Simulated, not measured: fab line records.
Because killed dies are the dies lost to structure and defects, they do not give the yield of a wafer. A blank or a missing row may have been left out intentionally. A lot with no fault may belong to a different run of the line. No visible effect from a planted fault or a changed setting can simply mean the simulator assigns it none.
A struck lot beside a sound one -- flow sky130 -- 15 steps out of a route of 708
Sound: these wafers, L306.2, L306.3, L306.4. Struck: wafer L323.2. (L323.3, L323.4 of the same lot were not struck and are left out.) The cause comes at the end.
Each step with rows lists, per side, the tool, then ch with its chambers, then its first start. Under that, the readings that differ: sound wafers -- struck wafers -- difference of the means -- sigmas: that difference in standard deviations of wafers without a fault.
alike: a reading whose means differ by less than 2 such deviations, as well as words and numbers matching on both sides. not compared: withheld readings; readings where some wafer has no value; bounds like >300 that might hide an equal value; numbers whose values overlap and for which the record gives no deviation.
A row with sigmas, a row that says differs or no value, or rows on one side alone: a step with any of these is where the two part. Non-overlapping numbers with no deviation appear without sigmas and do not part them. Lack of a reading on every wafer of one side parts them only where that side has two or more wafers.

SKY_CONTACT_ETCH_17: etches SiO2 in C4F8/O2/Ar, stops on Si3N4, target depth 340 nm.
  sound on rie-diel-03 ch 0,1,3, day 33 07:09; struck on rie-diel-03 ch 2, day 38 10:42
  alike: oes-product-au
then, 5 steps without rows for these wafers: SKY_CONTACT_ETCH_18 (etches Si3N4 in CHF3/O2, stops on TiN, time 39 s, target depth 75 nm); SKY_CONTACT_STRIP_19 (strips in O2/N2); SKY_CONTACT_STRIP_20 (strips in post etch residue remover, time 1200 s); SKY_CONTACT_CLEAN_21 (cleans in IPA, time 180 s); SKY_CONTACT_CLEAN_22 (cleans in O3/DIW).
SKY_CONTACT_SPUTTER_23: material TiN, target thk 20 nm, time 80 s.
  sound on pvd-sputter-03, day 33 07:52; struck on pvd-sputter-02, day 38 11:23
  alike: cathode-dc-power-W, throttle-valve-pct
SKY_CONTACT_CVD_24: deposits W, target thk 340 nm, time 102.12 s.
  sound on cvd-w-02 ch 0,1, day 33 07:55; struck on cvd-w-01 ch 0, day 38 11:26
reading,sound,struck,difference,sigmas
heater-power-w (W),885 917 915,768,-138,-2
SKY_CONTACT_RS_MEAS_25: uses a four-point probe to measure.
  sound on film-metro-02, day 33 08:03; struck on film-metro-03, day 38 11:34
  alike: CONTACT_W_RS
SKY_CONTACT_THK_MEAS_26: measures by xrf.
  sound on film-metro-02, day 33 08:10; struck on film-metro-03, day 38 11:41
  alike: CONTACT_W_THK
SKY_CONTACT_CMP_27: polishes, stops on SiO2, t overpolish 15 s, target thk 0 nm.
  sound on cmp-01 ch 0,1,2, day 33 08:13; struck on cmp-01 ch 3, day 38 11:44
  alike: motor-current-A, overpolish-run-s, time-to-endpoint-s
then, 1 step without rows for these wafers: SKY_METAL1_SPUTTER_00 (material Ti, target thk 15 nm, time 10 s).
SKY_METAL1_SPUTTER_01: material TiN, target thk 20 nm, time 16.7 s.
  sound on pvd-sputter-01, day 33 08:32; struck on pvd-sputter-04, day 38 12:03
reading,sound,struck,difference,sigmas
cathode-dc-power-W (W),6500.4 6498.8 6501.1,8401.3,+1901.2,+99 or more
model.TiN_of_METAL1_SPUTTER_01.thk-nm (nm),19.86 19.85 19.75,25.77,+5.95,
  alike: throttle-valve-pct
SKY_METAL1_SPUTTER_02: material AlCu, target thk 250 nm, time 13.3 s.
  sound on pvd-sputter-01, day 33 08:34; struck on pvd-sputter-04, day 38 12:05
  alike: cathode-dc-power-W, throttle-valve-pct
SKY_PAD_OPEN_PROBE_99:
  sound wafers here have rows in the record (prober-02, day 47 01:38); struck ones have none

== WHERE THEY PART ==
Last at SKY_PAD_OPEN_PROBE_99 as far as this record goes, first at SKY_CONTACT_CVD_24.

WHY: what had been put in by the simulator
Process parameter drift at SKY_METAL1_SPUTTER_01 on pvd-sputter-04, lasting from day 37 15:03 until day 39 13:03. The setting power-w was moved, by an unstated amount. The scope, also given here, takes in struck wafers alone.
